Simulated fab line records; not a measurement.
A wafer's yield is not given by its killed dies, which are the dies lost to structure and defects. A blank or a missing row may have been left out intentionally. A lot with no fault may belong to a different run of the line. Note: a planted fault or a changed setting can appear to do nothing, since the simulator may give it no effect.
Code-filled problem report in 8D (eight disciplines) form :: flow gf180mcu :: the parts of the form that need people (team, actions taken, sign-off) are left out

1. WHAT IS WRONG
heater_power_total_W at GF_M5_PEB_05 reads a mean of 88.64 W on 6 wafers of 2 lots; wafers without a fault read 85.70 W with a standard deviation of 0.079. That puts it +37 standard deviations away from the usual mean.
The step: peb time 90 s.
First seen on wafer L456.1, day 30 13:26, on litho_track-04. At this step, 18 wafers from 6 lots have a number in the record. The rule behind "out" and "out of limits": a value lying over 4 standard deviations away from the usual mean. The other wafers with a number count as sound.

2. WHAT THIS IS AND IS NOT
question: which readings at this step
is: heater_power_total_W
is not: -

question: which lots
is: L456, L458
is not: L444, L445, L460, L462

question: which wafers of those lots
is: all that have a number
is not: -

question: read on which tools
is: litho_track-04
is not: litho_track-01, litho_track-03

question: when
is: from day 30 13:26
is not: up to then (6 sound wafers); but 6 sound wafers of L460, L462 came after

3. SUSPECTS, AND WHAT RULES EACH OUT
Counting: a tool at any process step up to the reading remains a suspect when it ran all the lots that are out and ran no sound lot after the first of those.
- plasma_asher-04 at GF_MIM_STRIP_20 (strips in O2/N2): kept. It ran every lot that is out, first L456 (day 29 17:57), and no sound lot after that; its last sound lot up to then is L445 (day 26 18:37).
- litho_track-04 at GF_M5_PEB_05 (peb time 90 s): kept. It ran every lot that is out, first L456 (day 30 13:26), and no sound lot after that; its last sound lot up to then is L445 (day 27 15:02). Its own readings are out on those wafers: heater_power_total_W.
Left after counting: plasma_asher-04 at GF_MIM_STRIP_20, litho_track-04 at GF_M5_PEB_05.

4. THE CAUSE (what the simulator had put in)
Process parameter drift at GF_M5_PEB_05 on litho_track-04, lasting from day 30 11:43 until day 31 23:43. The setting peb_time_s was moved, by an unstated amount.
After counting, 2 suspects remain, this tool included.

5. SEQUENCE OF EFFECTS, ordered by route
Each row: a reading whose mean over the struck wafers that have a number lies more than 3 standard deviations from the usual. Only readings for which the record gives a usual standard deviation are gone through. hours: the time from each lot's start at the first step in this table that gives one to its start at this step, as a median over the lots. sigmas: the change in usual standard deviations.
hours: 0
step: GF_M5_PEB_05
reading: heater_power_total_W
usual: 85.70 W
on struck wafers: 88.64
change: +2.94
sigmas: +37

hours: 0
step: GF_M5_CD_MEAS_07
reading: cd_nm
usual: 280.5 nm
on struck wafers: 284.6
change: +4.1
sigmas: +3.1
Here are the process steps it includes:
- GF_M5_PEB_05: peb time 90 s.
Readings that are blank on the struck wafers while sound wafers have them: plate_temp_C at GF_M5_PEB_05.
Later measuring or inspecting steps at which every struck wafer that the step has a row for has a number for every such reading, and none has moved that far: GF_M5_OVL_MEAS_08.

6. WHAT WOULD HAVE CAUGHT IT SOONER
First out-of-limits reading in this record: day 30 13:26, which is 2 hours after fault onset at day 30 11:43.
